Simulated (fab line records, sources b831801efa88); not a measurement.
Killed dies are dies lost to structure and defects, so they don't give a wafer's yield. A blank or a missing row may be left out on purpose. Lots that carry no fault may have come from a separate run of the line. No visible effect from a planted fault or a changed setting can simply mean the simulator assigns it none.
Which tool did it?	flow sky130	12 lots, 36 wafers sampled, at 5 steps of a route of 708

WHAT EACH GAUGE READ, for each wafer
SKY_POLY_GATE_THK_MEAS_04.
lot	measured	on	POLY_GATE_CVD_03_THK (nm)
L419	day 15 13:51	filmMetro-04	75.6 75.8 76.1
L420	day 15 15:12	filmMetro-03	74.7 75.0 74.8
L423	day 17 14:37	filmMetro-01	75.7 74.8 75.5
L425	day 18 04:31	filmMetro-03	74.0 74.3 74.6
L427	day 18 08:51	filmMetro-01	75.0 74.9 74.8
L428	day 18 16:50	filmMetro-01	74.4 74.5 74.1
L429	day 19 07:49	filmMetro-03	75.2 75.6 75.0
L430	day 19 17:11	filmMetro-04	75.5 73.8 75.0
L431	day 20 02:26	filmMetro-01	74.8 75.1 75.2
L437	day 22 03:53	filmMetro-01	75.6 75.1 76.1
L438	day 22 05:34	filmMetro-01	75.1 75.9 75.2
L439	day 23 09:17	filmMetro-04	76.0 75.1 75.2

SKY_SPACER_THK_MEAS_01.
lot	measured	on	SPACER_CVD_00_THK (nm)
L419	day 23 05:16	filmMetro-03	44.0 43.6 43.4
L420	day 23 06:28	filmMetro-02	43.6 43.4 43.7
L423	day 25 13:52	filmMetro-02	42.9 42.9 42.5
L425	day 25 21:07	filmMetro-04	42.7 43.4 43.4
L427	day 26 02:40	filmMetro-02	43.0 42.9 42.9
L428	day 26 10:16	filmMetro-04	42.6 42.7 42.8
L429	day 27 01:10	filmMetro-03	43.1 43.3 43.2
L430	day 27 10:44	filmMetro-02	42.9 43.4 43.1
L431	day 27 18:23	filmMetro-04	43.5 43.4 43.5
L437	day 29 22:09	filmMetro-03	42.8 42.8 43.0
L438	day 29 22:08	filmMetro-02	43.2 43.1 43.0
L439	day 30 21:39	filmMetro-02	43.1 43.0 43.0

EACH LOT AND THE TOOL THAT RAN IT (in order: tool; ch and the chambers of the sampled wafers; start)
lot	SKY_LDD_P_STRIP_10	SKY_LDD_HVP_COAT_02	SKY_LDD_HVP_STRIP_09
L419	plasmaAsher-02 ch 0,1, day 19 08:47	lithoTrack-03 ch 0, day 21 05:45	plasmaAsher-03 ch 0,1, day 21 21:29
L420	plasmaAsher-03 ch 0,1, day 19 09:56	lithoTrack-03 ch 0, day 21 07:00	plasmaAsher-01 ch 0,1, day 21 22:23
L423	plasmaAsher-02 ch 0,1, day 21 12:59	lithoTrack-02 ch 0, day 23 09:37	plasmaAsher-03 ch 0,1, day 24 01:16
L425	plasmaAsher-02 ch 0,1, day 22 02:14	lithoTrack-03 ch 0, day 23 23:33	plasmaAsher-04 ch 0,1, day 24 14:28
L427	plasmaAsher-03 ch 0,1, day 22 07:50	lithoTrack-04 ch 0, day 24 04:27	plasmaAsher-04 ch 0,1, day 24 19:22
L428	plasmaAsher-04 ch 0,1, day 22 14:02	lithoTrack-03 ch 0, day 24 11:29	plasmaAsher-04 ch 0,1, day 25 02:25
L429	plasmaAsher-03 ch 0,1, day 23 06:39	lithoTrack-03 ch 0, day 25 03:11	plasmaAsher-04 ch 1, day 25 18:13
L430	plasmaAsher-03 ch 0,1, day 23 15:44	lithoTrack-02 ch 0, day 25 12:25	plasmaAsher-03 ch 0,1, day 26 03:30
L431	plasmaAsher-04 ch 0,1, day 23 23:41	lithoTrack-04 ch 0, day 25 19:36	plasmaAsher-03 ch 0,1, day 26 10:47
L437	plasmaAsher-03 ch 0,1, day 26 00:08	lithoTrack-04 ch 0, day 27 19:30	plasmaAsher-04 ch 0,1, day 28 09:45
L438	plasmaAsher-04 ch 0,1, day 26 01:17	lithoTrack-04 ch 0, day 27 20:57	plasmaAsher-04 ch 0,1, day 28 11:17
L439	plasmaAsher-02 ch 0,1, day 27 03:56	lithoTrack-03 ch 0, day 28 23:33	plasmaAsher-03 ch 0, day 29 13:41
- SKY_LDD_P_STRIP_10: strips in O2/N2.
- SKY_LDD_HVP_COAT_02: resist thk 300 nm.
- SKY_LDD_HVP_STRIP_09: strips in O2/N2.

WHAT THE TOOLS THEMSELVES READ (means of the sampled wafers that have a number; where no wafer has one, the mark that the record gives instead)
SKY_LDD_P_STRIP_10.
lot	tool	drypumpMotorCurrentA (A)	o2FlowSccm (sccm)	oesProductAu (a.u.)	stripTimeToEndpointS (s)
L419	plasmaAsher-02	5.2	2999	0.711	14.165
L420	plasmaAsher-03	5.9	2996	0.715	14.142
L423	plasmaAsher-02	5.2	3006	0.719	14.190
L425	plasmaAsher-02	5.2	3005	0.717	14.198
L427	plasmaAsher-03	5.8	3006	0.714	14.158
L428	plasmaAsher-04	5.5	3006	0.718	14.229
L429	plasmaAsher-03	5.8	2991	0.716	14.164
L430	plasmaAsher-03	5.9	2989	0.715	14.194
L431	plasmaAsher-04	5.5	3003	0.714	14.197
L437	plasmaAsher-03	5.8	3005	0.715	14.177
L438	plasmaAsher-04	5.6	3002	0.712	14.190
L439	plasmaAsher-02	5.1	2997	0.716	14.194

SKY_LDD_HVP_COAT_02.
lot	tool	dispensePressureKPa (kPa)	exhaustPa (Pa)	spinSpeedRpm (rpm)
L419	lithoTrack-03	52	44.6	2998.8
L420	lithoTrack-03	52	45.2	3000.8
L423	lithoTrack-02	50	43.7	2999.7
L425	lithoTrack-03	52	45.7	2999.3
L427	lithoTrack-04	58	44.8	3001.9
L428	lithoTrack-03	52	44.0	3001.9
L429	lithoTrack-03	52	44.9	2998.9
L430	lithoTrack-02	49	44.4	3001.3
L431	lithoTrack-04	58	44.5	3001.5
L437	lithoTrack-04	58	44.9	2773.0
L438	lithoTrack-04	58	44.6	2773.1
L439	lithoTrack-03	52	45.6	2999.2

SKY_LDD_HVP_STRIP_09.
lot	tool	drypumpMotorCurrentA (A)	o2FlowSccm (sccm)	oesProductAu (a.u.)	stripTimeToEndpointS (s)
L419	plasmaAsher-03	5.81	3016	0.408	4.143
L420	plasmaAsher-01	6.27	2996	0.408	4.124
L423	plasmaAsher-03	5.90	3000	0.407	4.133
L425	plasmaAsher-04	5.57	2999	0.403	4.157
L427	plasmaAsher-04	5.48	3001	0.410	4.124
L428	plasmaAsher-04	5.54	2999	0.408	4.143
L429	plasmaAsher-04	5.59	3011	0.406	4.146
L430	plasmaAsher-03	5.82	3002	0.407	4.130
L431	plasmaAsher-03	5.81	2999	0.407	4.147
L437	plasmaAsher-04	5.46	2992	0.416	4.284
L438	plasmaAsher-04	5.48	2997	0.414	4.309
L439	plasmaAsher-03	5.98	2996	0.407	4.131

THE ANSWER, worked out from the rows above alone
Rule: the usual values come from the lots themselves. The widest of any qualifying gaps counts: lots, ordered by their means at a reading, are off when they make up no more than a third of the lots, leave a main group of 4 or more, and stand apart from it by 3 or more times the standard deviation of that group's means. If all means in a main group match to the digits the tables above print for the reading, that group is not used. Also off: a lot with no number at a reading for which 4 or more lots have one. Where the step has rows for the other lots, those lots are counted as sound. After the gauges, taken in route order, come the tools' own readings; for these a lot's mean is taken, as printed above. At the first step where some lot is off, the reading lying furthest off is the one used; lots without a number count as furthest.
Off: L437, L438, at SKY_LDD_HVP_COAT_02 (spinSpeedRpm). For the main group the mean is 3000.3 rpm and the standard deviation 1.2.
A tool fits if, at that step or a process step before it, it ran every lot that is off, and no sound lot after the first of them. One fits: lithoTrack-04 at SKY_LDD_HVP_COAT_02. A fault onset in the window from L431 (day 25 19:36, its last sound lot) to L437 (day 27 19:30, its first lot off) fits.
The tool's own readings at SKY_LDD_HVP_COAT_02 bear it out: on the lots that are off they differ by more than 5 times the standard deviation of the sound lots' means. spinSpeedRpm reads 2773.1 rpm there against 3000.3 rpm on the sound lots.

WHAT HAD BEEN PUT IN BY THE SIMULATOR
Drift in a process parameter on lithoTrack-04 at SKY_LDD_HVP_COAT_02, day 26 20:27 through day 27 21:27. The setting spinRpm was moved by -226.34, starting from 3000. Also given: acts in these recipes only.
Struck lots among those shown: L437, L438. The rule above reached the same finding.
